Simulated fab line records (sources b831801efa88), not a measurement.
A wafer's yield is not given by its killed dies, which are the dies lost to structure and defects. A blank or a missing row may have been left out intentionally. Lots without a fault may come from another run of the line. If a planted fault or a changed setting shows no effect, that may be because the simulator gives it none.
fab line records	flow sky130
record lots=11	wafers=33	last-day=50
route steps=708 shown FIELD_ISO@14 PWDE@54 NWELL@60 VT_ADJUST_LVTN@106 PAD_OPEN@708
lots that met no fault: from a run of the same line without faults
start-h: hours from the record's opening day to when the first of the lot's shown wafers began	wait-h: hours since the lot's step before	" as in the row above	L1.1+2: a single row standing in for several wafers	- value missing, or start not given	* or withheld: withheld	< > ~ a bound
route shown NAME@n: names a module that has steps shown in the file, with the first one's number in the route	usual: mean/standard deviation taken from wafers without a fault	same: alike in all rows	chamber/n: place in a boat	sites: each site's reading	_std_site: the values' standard deviation	_edge_site: mean of outer sites minus mean of inner sites	radius-mm: how far each site lies from the wafer's centre	mask NAME#n: copy n	behind: tool/chamber where the wafer was last shaped	hold: what put the lot on hold/how long, in hours/how the hold closed	device: names the non-switching transistor (n, p or np)	end of line: tests run on the same wafers once the route is complete	a step with no rows: only its recipe	killed: not the wafer's yield, but the dies lost to structure and defects at the first sort	map: dies across one wafer; x = killed, . = not, _ = none there
set.NAME: the run value of the setting; set.NAME@STEP: its run value at that earlier step	model.NAME: the simulator's own value behind a step, which no gauge read
a sample of lots followed through the steps of the route, with each step as a table and each wafer as a row
services: the hour from which a tool's chamber was out of use, counted from the record's first day as start-h (under 0 if before that day), plus the number of hours and why
## steps
# step SKY_FIELD_ISO_CD_MEAS_13
# recipe target-cd-nm=150
# usual cd-nm=149.8/1.6
lot.wafer	tool	chamber	start-h	wait-h	cd-nm
L322.1	cd-sem-01	-	28.41	-	153.9
L322.3	"	-	"	"	153.2
L322.5	"	-	"	"	153.3
L323.4	cd-sem-02	-	34.17	-	149.3
L323.5	"	-	"	"	151.8
L323.6	"	-	"	"	150.3
L327.3	cd-sem-02	-	55.50	-	151.6
L327.4	"	-	"	"	150.0
L327.6	"	-	"	"	149.8
L330.1	cd-sem-01	-	69.71	-	151.9
L330.2	"	-	"	"	153.7
L330.5	"	-	"	"	154.0
L331.1	cd-sem-02	-	75.81	-	149.4
L331.3	"	-	"	"	149.2
L331.5	"	-	"	"	149.9
L332.3	cd-sem-01	-	81.00	-	150.6
L332.5	"	-	"	"	150.6
L332.6	"	-	"	"	150.2
L333.3	cd-sem-01	-	88.10	-	149.1
L333.4	"	-	"	"	150.8
L333.6	"	-	"	"	150.8
L335.3	cd-sem-01	-	99.38	-	149.1
L335.4	"	-	"	"	150.0
L335.6	"	-	"	"	148.4
L336.1	cd-sem-02	-	103.86	-	148.1
L336.2	"	-	"	"	147.5
L336.4	"	-	"	"	148.1
L344.1	cd-sem-02	-	143.04	-	150.1
L344.3	"	-	"	"	149.8
L344.6	"	-	"	"	150.5
L345.1	cd-sem-01	-	147.79	-	149.7
L345.2	"	-	"	"	149.7
L345.3	"	-	"	"	149.6
# step SKY_PWDE_STRIP_09
# recipe chemistry=O2/N2	power-w=1400	pressure-mtorr=1500	platen-temp-c=withheld	o2-flow-sccm=3000	n2-flow-sccm=300	overash-fraction=0.5
# usual drypump-motor-current-A=5.8/0.46	oes-product-au=0.723/0.0043	strip-time-to-endpoint-s=36.94/0.11
lot.wafer	tool	chamber	start-h	wait-h	drypump-motor-current-A	oes-product-au	rf-hours-counter-h	strip-time-to-endpoint-s
L322.1	plasma-asher-02	1	64.50	0.1	6.2	0.721	40	36.97
L322.3	"	0	"	"	5.8	0.732	-	36.92
L322.5	"	1	"	"	6.2	0.715	-	36.93
L323.4	plasma-asher-03	1	74.99	0.1	6.4	0.728	-	36.97
L323.5	"	0	"	"	5.4	0.724	-	37.06
L323.6	"	1	"	"	6.4	0.724	-	37.10
L327.3	plasma-asher-03	1	100.71	0.1	6.5	0.724	-	36.84
L327.4	"	0	"	"	5.4	0.724	-	36.94
L327.6	"	1	"	"	6.4	0.719	-	36.92
L330.1	plasma-asher-02	0	121.53	0.1	5.8	0.720	48	37.02
L330.2	"	1	"	"	6.1	0.725	48	37.08
L330.5	"	1	"	"	6.1	0.721	-	37.14
L331.1	plasma-asher-03	0	124.35	0.1	5.4	0.716	1	36.86
L331.3	"	1	"	"	6.5	0.718	-	36.89
L331.5	"	1	"	"	6.4	0.722	-	36.99
L332.3	plasma-asher-02	1	126.13	0.1	6.1	0.721	-	37.00
L332.5	"	0	"	"	5.9	0.726	-	37.00
L332.6	"	1	"	"	6.1	0.718	-	37.05
L333.3	plasma-asher-02	0	131.31	0.1	5.8	0.719	-	36.88
L333.4	"	1	"	"	6.1	0.724	-	37.04
L333.6	"	0	"	"	5.9	0.725	-	36.86
L335.3	plasma-asher-03	1	143.83	0.1	6.4	0.724	-	37.16
L335.4	"	0	"	"	5.4	0.722	-	37.14
L335.6	"	1	"	"	6.5	0.723	-	37.12
L336.1	plasma-asher-01	1	148.75	0.1	5.2	0.721	23	36.81
L336.2	"	0	"	"	5.2	0.715	23	36.95
L336.4	"	0	"	"	5.1	0.719	-	36.91
L344.1	plasma-asher-03	1	210.17	0.1	6.4	0.726	8	36.81
L344.3	"	0	"	"	5.4	0.716	-	36.89
L344.6	"	1	"	"	6.5	0.714	-	36.92
L345.1	plasma-asher-01	1	210.52	0.1	5.2	0.725	30	37.00
L345.2	"	0	"	"	5.2	0.726	30	37.05
L345.3	"	1	"	"	5.2	0.716	-	36.89
# step SKY_NWELL_EXPOSE_07
# recipe mask-id=NWM	na=0.6	source-shape=conventional	sigma-outer=0.6	polarization=unpolarized	target-cd-nm=840	dose-mj=255
lot.wafer	tool	chamber	start-h	wait-h	mask
L322.1+3+5	iline-stepper-01	0	72.65	-	NWM#0
L323.4+5+6	iline-stepper-01	0	83.05	-	NWM#0
L327.3+4+6	iline-stepper-01	0	109.82	-	NWM#0
L330.1+2+5	iline-stepper-01	0	131.52	-	NWM#0
L331.1+3+5	iline-stepper-02	0	133.94	-	NWM#0
L332.3+5+6	iline-stepper-01	0	135.89	-	NWM#0
L333.3+4+6	iline-stepper-01	0	141.10	-	NWM#0
L335.3+4+6	iline-stepper-01	0	153.59	-	PWDEM#0
L336.1+2+4	iline-stepper-01	0	157.59	-	NWM#0
L344.1+3+6	iline-stepper-01	0	220.99	-	NWM#0
L345.1+2+3	iline-stepper-02	0	221.65	-	NWM#0
# step SKY_NWELL_OVL_MEAS_10
# usual NWELL_00_OVL=-0.1/1.7
lot.wafer	tool	chamber	start-h	wait-h	NWELL_00_OVL[nm]
L322.1	overlay-02	-	79.61	-	2.2
L322.3	"	-	"	"	2.2
L322.5	"	-	"	"	3.2
L323.4	overlay-01	-	91.73	-	-1.4
L323.5	"	-	"	"	-0.8
L323.6	"	-	"	"	-2.5
L327.3	overlay-02	-	118.18	-	0.9
L327.4	"	-	"	"	1.3
L327.6	"	-	"	"	0.9
L330.1	overlay-01	-	140.81	-	-0.6
L330.2	"	-	"	"	0.4
L330.5	"	-	"	"	0.3
L331.1	overlay-01	-	143.11	-	-2.5
L331.3	"	-	"	"	-2.5
L331.5	"	-	"	"	-2.6
L332.3	overlay-01	-	144.77	-	-2.6
L332.5	"	-	"	"	-1.1
L332.6	"	-	"	"	-0.8
L333.3	overlay-01	-	149.73	-	0.9
L333.4	"	-	"	"	1.0
L333.6	"	-	"	"	3.1
L335.3	overlay-01	-	162.89	-	-
L335.4	"	-	"	"	-
L335.6	"	-	"	"	-
L336.1	overlay-01	-	166.86	-	0.0
L336.2	"	-	"	"	1.3
L336.4	"	-	"	"	0.3
L344.1	overlay-01	-	232.02	-	0.7
L344.3	"	-	"	"	0.0
L344.6	"	-	"	"	0.7
L345.1	overlay-01	-	232.37	-	-2.8
L345.2	"	-	"	"	-0.6
L345.3	"	-	"	"	-2.1
# step SKY_NWELL_TW_MEAS_15
# usual NWELL_TW=1814/15
lot.wafer	tool	chamber	start-h	wait-h	NWELL_TW
L322.1	film-metro-02	-	80.20	0.1	1840
L322.3	"	-	"	"	1845
L322.5	"	-	"	"	1843
L323.4	film-metro-03	-	92.33	0.1	1831
L323.5	"	-	"	"	1828
L323.6	"	-	"	"	1845
L327.3	film-metro-03	-	118.77	0.1	1811
L327.4	"	-	"	"	1821
L327.6	"	-	"	"	1815
L330.1	film-metro-03	-	141.40	0.1	1820
L330.2	"	-	"	"	1819
L330.5	"	-	"	"	1815
L331.1	film-metro-03	-	143.70	0.1	1821
L331.3	"	-	"	"	1824
L331.5	"	-	"	"	1817
L332.3	film-metro-02	-	145.37	0.1	1818
L332.5	"	-	"	"	1824
L332.6	"	-	"	"	1812
L333.3	film-metro-01	-	150.32	0.1	1789
L333.4	"	-	"	"	1789
L333.6	"	-	"	"	1792
L335.3	film-metro-03	-	163.48	0.1	30
L335.4	"	-	"	"	30
L335.6	"	-	"	"	30
L336.1	film-metro-02	-	167.45	0.1	1813
L336.2	"	-	"	"	1827
L336.4	"	-	"	"	1813
L344.1	film-metro-02	-	232.61	0.1	1822
L344.3	"	-	"	"	1825
L344.6	"	-	"	"	1817
L345.1	film-metro-01	-	232.96	0.1	1796
L345.2	"	-	"	"	1793
L345.3	"	-	"	"	1792
# step SKY_VT_ADJUST_LVTN_STRIP_09
# recipe chemistry=O2/N2	power-w=1400	pressure-mtorr=1500	platen-temp-c=withheld	o2-flow-sccm=3000	n2-flow-sccm=300	overash-fraction=0.5
# usual drypump-motor-current-A=5.9/0.36	oes-product-au=0.722/0.0042	strip-time-to-endpoint-s=36.95/0.097
lot.wafer	tool	chamber	start-h	wait-h	drypump-motor-current-A	oes-product-au	rf-hours-counter-h	strip-time-to-endpoint-s
L322.1	plasma-asher-04	0	134.12	0.1	5.6	0.722	50	36.93
L322.3	"	0	"	"	5.6	0.719	-	36.84
L322.5	"	1	"	"	6.0	0.723	-	36.83
L323.4	plasma-asher-04	0	146.53	0.1	5.6	0.726	-	37.05
L323.5	"	0	"	"	5.6	0.720	-	37.10
L323.6	"	1	"	"	5.9	0.730	-	37.15
L327.3	plasma-asher-02	0	175.34	0.1	5.9	0.716	-	37.05
L327.4	"	1	"	"	6.2	0.726	-	37.04
L327.6	"	0	"	"	5.9	0.717	-	37.07
L330.1	plasma-asher-03	0	200.66	0.1	5.3	0.718	7	36.87
L330.2	"	1	"	"	6.4	0.722	7	36.87
L330.5	"	1	"	"	6.4	0.724	-	36.87
L331.1	plasma-asher-03	1	203.61	0.1	6.4	0.731	7	36.93
L331.3	"	0	"	"	5.4	0.724	-	36.85
L331.5	"	1	"	"	6.4	0.723	-	36.97
L332.3	plasma-asher-04	0	204.66	0.1	5.6	0.721	-	36.97
L332.5	"	0	"	"	5.6	0.719	-	36.98
L332.6	"	1	"	"	5.9	0.723	-	36.89
L333.3	plasma-asher-03	0	210.94	0.1	5.4	0.723	-	36.94
L333.4	"	1	"	"	6.4	0.726	-	36.84
L333.6	"	0	"	"	5.4	0.721	-	36.84
L335.3	plasma-asher-02	1	226.48	0.1	6.1	0.718	-	36.77
L335.4	"	0	"	"	5.9	0.721	-	36.65
L335.6	"	0	"	"	5.8	0.727	-	36.76
L336.1	plasma-asher-04	0	231.17	0.1	5.6	0.715	60	36.92
L336.2	"	1	"	"	5.9	0.723	60	36.85
L336.4	"	1	"	"	5.9	0.714	-	36.82
L344.1	plasma-asher-04	0	303.95	0.1	5.6	0.728	67	37.04
L344.3	"	0	"	"	5.6	0.720	-	36.98
L344.6	"	1	"	"	5.9	0.720	-	36.98
L345.1	plasma-asher-03	0	304.91	0.1	5.4	0.717	16	36.94
L345.2	"	1	"	"	6.4	0.721	16	36.98
L345.3	"	1	"	"	6.4	0.721	-	36.94
# step SKY_PAD_OPEN_PROBE_99
# usual killed_at_M0_to_M3=43/6.6	killed_at_M4_up=3.1/1.6	killed-at-contacts=23/5.6	killed-at-front-end=15/4.2	killed-at-other=0.2/0.43	killed-dies=85/9.3	killed-on-rim=17/3.6	killed-open=46/6.6	killed-short=39/6.2
# same gross-dies=492	killed-at-back-side=0
lot.wafer	tool	chamber	start-h	wait-h	killed_at_M0_to_M3	killed_at_M4_up	killed-at-contacts	killed-at-front-end	killed-at-other	killed-dies	killed-on-rim	killed-open	killed-short
L323.4	prober-02	-	1066.54	0.2	45	5	12	15	0	77	19	39	38
L323.5	prober-02	-	1066.59	0.2	46	4	16	11	0	77	17	44	33
L323.6	prober-02	-	1066.64	0.2	47	5	27	9	0	88	17	45	43
L327.3	prober-02	-	1107.06	0.2	45	0	26	18	0	89	13	55	34
L327.4	prober-02	-	1107.11	0.2	45	2	22	27	0	96	22	55	41
L327.6	prober-02	-	1107.21	0.2	49	4	26	13	0	92	15	49	43
L332.3	prober-02	-	1131.12	0.2	56	5	14	16	0	91	16	45	46
L332.5	prober-02	-	1131.22	0.2	44	5	25	7	0	81	17	47	34
L332.6	prober-02	-	1131.27	0.2	52	4	23	15	0	94	20	62	32
L331.1	prober-01	-	1132.56	0.1	42	1	37	15	0	95	23	57	38
L331.3	prober-01	-	1132.66	0.2	40	7	26	13	1	87	15	39	48
L331.5	prober-01	-	1132.76	0.2	44	3	27	18	0	92	18	39	53
L333.3	prober-02	-	1133.06	0.2	49	2	19	10	0	80	20	37	43
L333.4	prober-02	-	1133.11	0.2	36	5	34	16	0	91	22	51	40
L333.6	prober-02	-	1133.21	0.2	38	3	29	10	0	80	14	38	42
L335.3	prober-02	-	1143.50	0.2	46	2	28	415	1	492	96	49	45
L335.4	prober-02	-	1143.55	0.2	36	4	26	426	0	492	96	47	43
L335.6	prober-02	-	1143.65	0.2	44	4	38	406	0	492	96	46	55
L336.1	prober-01	-	1148.94	0.1	46	2	26	17	0	91	19	60	31
L336.2	prober-01	-	1148.99	0.1	41	3	26	12	0	82	14	42	40
L336.4	prober-01	-	1149.09	0.2	35	2	17	14	0	68	16	35	33
L344.1	prober-02	-	1199.85	0.1	31	3	22	14	1	71	18	40	31
L344.3	prober-02	-	1199.95	0.2	48	4	34	13	1	100	17	56	44
L344.6	prober-02	-	1200.10	0.2	39	2	21	13	0	75	17	42	33
# killed by level:class
L323.4 VIA1:geometric-particle:open=14 METAL1:geometric-particle:short=10 VIA3:geometric-particle:open=7 CONTACT:geometric-particle:open=6 POLY_GATE:geometric-particle:short=4 VIA2:geometric-particle:short=4 VIA3:geometric-particle:short=4 METAL4:geometric-particle:short=4
L323.5 VIA1:geometric-particle:open=11 VIA3:geometric-particle:open=8 LI_CONTACT:geometric-particle:open=7 VIA2:geometric-particle:open=7 METAL1:geometric-particle:short=5 VIA1:geometric-particle:short=5 METAL4:geometric-particle:short=4 POLY_GATE:geometric-particle:open=3
L323.6 LI_CONTACT:geometric-particle:open=13 VIA1:geometric-particle:open=11 FIELD_ISO:geometric-particle:short=6 METAL1:geometric-particle:short=6 VIA3:geometric-particle:open=5 CONTACT:geometric-particle:open=5 CONTACT:geometric-particle:short=5 VIA1:geometric-particle:short=5
L327.3 VIA1:geometric-particle:open=11 CONTACT:geometric-particle:open=9 LI_CONTACT:geometric-particle:open=8 METAL1:geometric-particle:short=6 VIA2:geometric-particle:short=6 VIA2:geometric-particle:open=6 FIELD_ISO:geometric-particle:open=5 POLY_GATE:geometric-particle:short=5
L327.4 VIA1:geometric-particle:open=11 VIA3:geometric-particle:open=8 FIELD_ISO:geometric-particle:open=6 LI_CONTACT:geometric-particle:open=6 VIA2:geometric-particle:open=6 POLY_GATE:geometric-particle:short=5 CONTACT:geometric-particle:short=5 CONTACT:geometric-particle:open=5
L327.6 VIA1:geometric-particle:open=12 VIA3:geometric-particle:open=10 LI_CONTACT:geometric-particle:open=7 CONTACT:geometric-particle:open=7 METAL2:geometric-particle:short=7 METAL1:geometric-particle:short=6 LI_CONTACT:geometric-particle:short=4 LOCAL_INTERCONNECT:geometric-particle:short=4
L332.3 VIA1:geometric-particle:open=10 VIA1:geometric-particle:short=9 METAL1:geometric-particle:short=8 VIA2:geometric-particle:open=7 VIA3:geometric-particle:open=7 VIA3:geometric-particle:short=6 POLY_GATE:geometric-particle:short=5 LI_CONTACT:geometric-particle:short=5
L332.5 CONTACT:geometric-particle:open=11 VIA1:geometric-particle:open=10 LI_CONTACT:geometric-particle:open=9 VIA2:geometric-particle:open=8 VIA1:geometric-particle:short=5 METAL4:geometric-particle:short=5 VIA3:geometric-particle:open=5 METAL2:geometric-particle:short=4
L332.6 VIA1:geometric-particle:open=18 VIA2:geometric-particle:open=12 CONTACT:geometric-particle:open=9 LI_CONTACT:geometric-particle:open=8 FIELD_ISO:geometric-particle:open=5 METAL2:geometric-particle:short=5 FIELD_ISO:geometric-particle:short=4 METAL1:geometric-particle:short=4
L331.1 VIA1:geometric-particle:open=15 CONTACT:geometric-particle:open=12 CONTACT:geometric-particle:short=11 LI_CONTACT:geometric-particle:open=10 VIA2:geometric-particle:open=6 FIELD_ISO:geometric-particle:short=5 METAL1:geometric-particle:short=5 POLY_GATE:geometric-particle:open=4
L331.3 VIA1:geometric-particle:open=8 LI_CONTACT:geometric-particle:open=8 CONTACT:geometric-particle:short=7 METAL1:geometric-particle:short=6 VIA3:geometric-particle:open=6 METAL2:geometric-particle:short=5 CONTACT:geometric-particle:open=5 VIA1:geometric-particle:short=5
L331.5 METAL1:geometric-particle:short=9 VIA2:geometric-particle:short=8 CONTACT:geometric-particle:open=8 VIA1:geometric-particle:open=8 CONTACT:geometric-particle:short=7 FIELD_ISO:geometric-particle:open=5 FIELD_ISO:geometric-particle:short=5 LI_CONTACT:geometric-particle:open=5
L333.3 METAL2:geometric-particle:short=13 METAL1:geometric-particle:short=10 VIA3:geometric-particle:open=7 CONTACT:geometric-particle:open=6 LOCAL_INTERCONNECT:geometric-particle:open=5 VIA1:geometric-particle:short=4 VIA1:geometric-particle:open=4 VIA2:geometric-particle:open=4
L333.4 CONTACT:geometric-particle:open=12 VIA1:geometric-particle:open=10 VIA2:geometric-particle:open=9 LI_CONTACT:geometric-particle:short=7 LI_CONTACT:geometric-particle:open=7 VIA3:geometric-particle:open=5 METAL4:geometric-particle:short=5 FIELD_ISO:geometric-particle:open=4
L333.6 CONTACT:geometric-particle:open=15 METAL2:geometric-particle:short=11 METAL1:geometric-particle:short=7 VIA1:geometric-particle:open=7 CONTACT:geometric-particle:short=5 FIELD_ISO:geometric-particle:short=4 LOCAL_INTERCONNECT:geometric-particle:short=4 VIA2:geometric-particle:open=4
L335.3 NWELL:area-expose=398 CONTACT:geometric-particle:open=12 METAL2:geometric-particle:short=10 VIA1:geometric-particle:open=10 CONTACT:geometric-particle:short=7 FIELD_ISO:geometric-particle:short=6 FIELD_ISO:geometric-particle:open=5 VIA2:geometric-particle:open=5
L335.4 NWELL:area-expose=402 CONTACT:geometric-particle:open=11 FIELD_ISO:geometric-particle:short=7 CONTACT:geometric-particle:short=7 VIA1:geometric-particle:open=7 METAL2:geometric-particle:short=7 POLY_GATE:geometric-particle:open=6 POLY_GATE:geometric-particle:short=4
L335.6 NWELL:area-expose=391 CONTACT:geometric-particle:open=13 METAL2:geometric-particle:short=12 VIA1:geometric-particle:open=8 CONTACT:geometric-particle:short=7 LOCAL_INTERCONNECT:geometric-particle:short=6 FIELD_ISO:geometric-particle:short=5 VIA2:geometric-particle:open=5
L336.1 CONTACT:geometric-particle:open=14 VIA2:geometric-particle:open=12 VIA3:geometric-particle:open=10 VIA1:geometric-particle:open=7 FIELD_ISO:geometric-particle:open=6 LI_CONTACT:geometric-particle:open=6 METAL3:geometric-particle:short=5 FIELD_ISO:geometric-particle:short=4
L336.2 VIA1:geometric-particle:open=11 CONTACT:geometric-particle:open=7 LI_CONTACT:geometric-particle:open=6 VIA1:geometric-particle:short=6 CONTACT:geometric-particle:short=5 VIA3:geometric-particle:open=5 METAL1:geometric-particle:short=5 VIA3:geometric-particle:short=5
L336.4 VIA1:geometric-particle:open=10 METAL1:geometric-particle:short=7 FIELD_ISO:geometric-particle:open=6 CONTACT:geometric-particle:open=5 VIA3:geometric-particle:open=5 CONTACT:geometric-particle:short=4 FIELD_ISO:geometric-particle:short=3 LI_CONTACT:geometric-particle:open=3
L344.1 LI_CONTACT:geometric-particle:open=7 CONTACT:geometric-particle:short=7 VIA1:geometric-particle:open=7 FIELD_ISO:geometric-particle:open=5 CONTACT:geometric-particle:open=5 FIELD_ISO:geometric-particle:short=4 POLY_GATE:geometric-particle:open=4 METAL2:geometric-particle:short=4
L344.3 VIA1:geometric-particle:open=16 CONTACT:geometric-particle:open=11 LI_CONTACT:geometric-particle:open=9 VIA2:geometric-particle:open=9 LOCAL_INTERCONNECT:geometric-particle:short=7 FIELD_ISO:geometric-particle:open=4 CONTACT:geometric-particle:short=4 METAL1:geometric-particle:short=4
L344.6 VIA1:geometric-particle:open=10 FIELD_ISO:geometric-particle:open=6 VIA2:geometric-particle:open=6 LI_CONTACT:geometric-particle:open=5 CONTACT:geometric-particle:open=5 VIA3:geometric-particle:open=5 LI_CONTACT:geometric-particle:short=4 CONTACT:geometric-particle:short=4
## services
tool	chamber	start-h	hours	kind
iline-stepper-02	-	45.57	1.4	repair
iline-stepper-02	-	62.11	1.7	pm
iline-stepper-01	-	84.04	1.7	pm
plasma-asher-01	-	102.54	28.1	pm
plasma-asher-03	-	108.75	9.0	pm
plasma-asher-03	0	108.75	9.0	vent-cycle
plasma-asher-03	1	108.75	9.0	vent-cycle
iline-stepper-01	-	114.44	7.1	repair
plasma-asher-03	0	117.75	-	clean
iline-stepper-02	-	131.01	1.0	repair
iline-stepper-02	-	138.20	4.4	pm
plasma-asher-01	-	159.40	2.5	repair
iline-stepper-02	-	167.02	2.2	repair
plasma-asher-03	-	173.69	13.6	repair
plasma-asher-04	-	207.58	3.2	repair
iline-stepper-02	-	224.34	12.5	repair
iline-stepper-01	-	254.35	4.3	pm
plasma-asher-04	-	271.88	2.8	repair
plasma-asher-03	-	278.06	2.0	repair
iline-stepper-02	-	280.29	1.7	pm
iline-stepper-01	-	281.96	2.2	repair
plasma-asher-03	-	288.80	1.2	repair
plasma-asher-03	-	299.98	2.8	pm
iline-stepper-01	-	302.22	1.7	pm
## key
first-sign step=SKY_NWELL_EXPOSE_07	reading=mask	direction=changed
effect step=SKY_NWELL_OVL_MEAS_10	reading=NWELL_00_OVL	direction=missing
effect step=SKY_NWELL_TW_MEAS_15	reading=NWELL_TW	direction=down	sigmas=99+	usual=1814	struck=30
effect step=SKY_PAD_OPEN_PROBE_99	reading=killed-at-front-end	direction=up	sigmas=95	usual=15	struck=416
more-kills-born-at SKY_NWELL_EXPOSE_07@iline-stepper-01=1191
met-at SKY_NWELL_EXPOSE_07
struck-lots L335
tester-left-out L335
not-acting-at SKY_FIELD_ISO_CD_MEAS_13,SKY_PWDE_STRIP_09,SKY_VT_ADJUST_LVTN_STRIP_09
onset-between 141.10 153.59
fault kind=wrong-mask	tool=any	chamber=-	onset-h=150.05	steps=SKY_NWELL_EXPOSE_07	aux-copy=PWDEM#0	scope=struck-lots-only
# tester-left-out: of these lots the tester's yield and bins aren't shown, on N5 and GAA mostly nor the transistor test; their killed dies are dies lost to structure and defects alone, not to doping, threshold or leakage, so they don't give the yield
